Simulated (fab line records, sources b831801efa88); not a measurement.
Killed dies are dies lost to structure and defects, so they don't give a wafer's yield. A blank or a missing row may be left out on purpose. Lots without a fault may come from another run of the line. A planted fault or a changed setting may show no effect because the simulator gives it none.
A struck lot beside a sound one | flow sky130 | 25 steps out of a route of 708
Sound: wafers L877.1, L877.2, L877.4. Struck: wafers L875.3, L875.4, L875.6. The cause comes at the end.
At each step with rows: each side's tool, then ch and its chambers, then its first start. Under that, the readings that differ: sound wafers | struck wafers | difference of the means | sigmas: that difference in standard deviations of wafers without a fault.
alike: readings whose means differ by less than 2 such deviations, and words and numbers that are the same on both sides. not compared: withheld readings, readings that some wafer has no value for, bounds like >300 that may hide the same value, and numbers for which the record gives no deviation and whose values overlap.
The two part at a step that has a row with sigmas, a row that says differs or no value, or rows on one side only. Numbers that don't overlap but have no deviation are shown without sigmas and don't part them. A reading that every wafer of one side lacks parts them only if that side has two wafers or more.

SKY_NWELL_RS_MEAS_31: measures by four-point-probe.
  sound on film_metro-02, day 8 16:46; struck on film_metro-04, day 8 03:40
  alike: PWDE_RS
then, 7 steps without rows for these wafers: SKY_VT_ADJUST_HVTP_DEHYDRATE_00 (time 60 s); SKY_VT_ADJUST_HVTP_HMDS_01 (prime time 60 s); SKY_VT_ADJUST_HVTP_COAT_02 (resist thk 1140 nm); SKY_VT_ADJUST_HVTP_SOFTBAKE_03 (time 60 s); SKY_VT_ADJUST_HVTP_EXPOSE_04 (exposes mask HVTPM, target cd 380 nm); SKY_VT_ADJUST_HVTP_PEB_05; SKY_VT_ADJUST_HVTP_DEVELOP_06 (develop time 60 s).
SKY_VT_ADJUST_HVTP_CD_MEAS_07: target cd 380 nm.
  sound on cd_sem-01, day 9 14:19; struck on cd_sem-02, day 9 01:28
  alike: cd_nm
SKY_VT_ADJUST_HVTP_OVL_MEAS_08:
  sound on overlay-01, day 9 14:26; struck on overlay-02, day 9 01:33
  alike: VT_ADJUST_HVTP_OVL
then, 1 step without rows for these wafers: SKY_VT_ADJUST_HVTP_IMPLANT_09.
SKY_VT_ADJUST_HVTP_STRIP_10: strips in O2/N2.
  sound on plasma_asher-04 ch 0,1, day 9 14:37; struck on plasma_asher-02 ch 0,1, day 9 01:46
  no value came back on the struck wafers for chamber_pressure_mTorr (mTorr), drypump_motor_current_A (A), oes_product_au (a.u.), strip_time_to_endpoint_s (s); on the sound wafers chamber_pressure_mTorr (mTorr) reads 1500.0 1500.1 1500.8
  reading                                             | sound | struck         | difference | sigmas
  model.NOVOLAK_of_VT_ADJUST_HVTP_COAT_02.thk_nm (nm) | 0 0 0 | 1145 1146 1144 | +1145      |
  not compared: rf_hours_counter_h
SKY_VT_ADJUST_HVTP_TW_MEAS_11:
  sound on film_metro-04, day 9 14:43; struck on film_metro-01, day 9 01:50
  reading           | sound          | struck         | difference | sigmas
  VT_ADJUST_HVTP_TW | 1361 1366 1358 | 1334 1334 1326 | -30        | -2
then, 7 steps without rows for these wafers: SKY_VT_ADJUST_LVTN_DEHYDRATE_00 (time 60 s); SKY_VT_ADJUST_LVTN_HMDS_01 (prime time 60 s); SKY_VT_ADJUST_LVTN_COAT_02 (resist thk 3000 nm); SKY_VT_ADJUST_LVTN_SOFTBAKE_03; SKY_VT_ADJUST_LVTN_EXPOSE_04 (exposes mask NWM COMPLEMENT LESS NATIVE, target cd 840 nm); SKY_VT_ADJUST_LVTN_PEB_05; SKY_VT_ADJUST_LVTN_DEVELOP_06 (develop time 60 s).
SKY_VT_ADJUST_LVTN_OVL_MEAS_07:
  sound on overlay-01, day 10 13:14; struck on overlay-02, day 9 23:26
  reading                 | sound        | struck      | difference | sigmas
  VT_ADJUST_LVTN_OVL (nm) | -1.6 0.3 1.0 | 2.0 3.3 2.5 | +2.7       | +2
then, 1 step without rows for these wafers: SKY_VT_ADJUST_LVTN_IMPLANT_08.
SKY_VT_ADJUST_LVTN_STRIP_09: strips in O2/N2.
  sound on plasma_asher-04 ch 0,1, day 10 13:25; struck on plasma_asher-03 ch 0,1, day 9 23:38
  reading                        | sound                | struck               | difference | sigmas
  chamber_pressure_mTorr (mTorr) | 1501.7 1498.2 1502.7 | 1497.0 1498.4 1498.8 | -2.8       | -2
  strip_time_to_endpoint_s (s)   | 37.09 37.17 37.14    | 53.84 53.82 53.96    | +16.74     | +99 or more
  alike: drypump_motor_current_A, oes_product_au
  not compared: rf_hours_counter_h
SKY_VT_ADJUST_LVTN_TW_MEAS_10:
  sound on film_metro-01, day 10 13:31; struck on film_metro-03, day 9 23:43
  reading           | sound             | struck         | difference | sigmas
  VT_ADJUST_LVTN_TW | 239.3 239.5 239.1 | 30.3 30.3 30.3 | -209.0     | -87
then, 1 step without rows for these wafers: SKY_VT_ADJUST_LVTN_DEHYDRATE_11 (time 60 s).

WHERE THEY PART
First at SKY_VT_ADJUST_HVTP_STRIP_10; last, within this record, at SKY_VT_ADJUST_LVTN_TW_MEAS_10.

WHY: what the simulator had put in
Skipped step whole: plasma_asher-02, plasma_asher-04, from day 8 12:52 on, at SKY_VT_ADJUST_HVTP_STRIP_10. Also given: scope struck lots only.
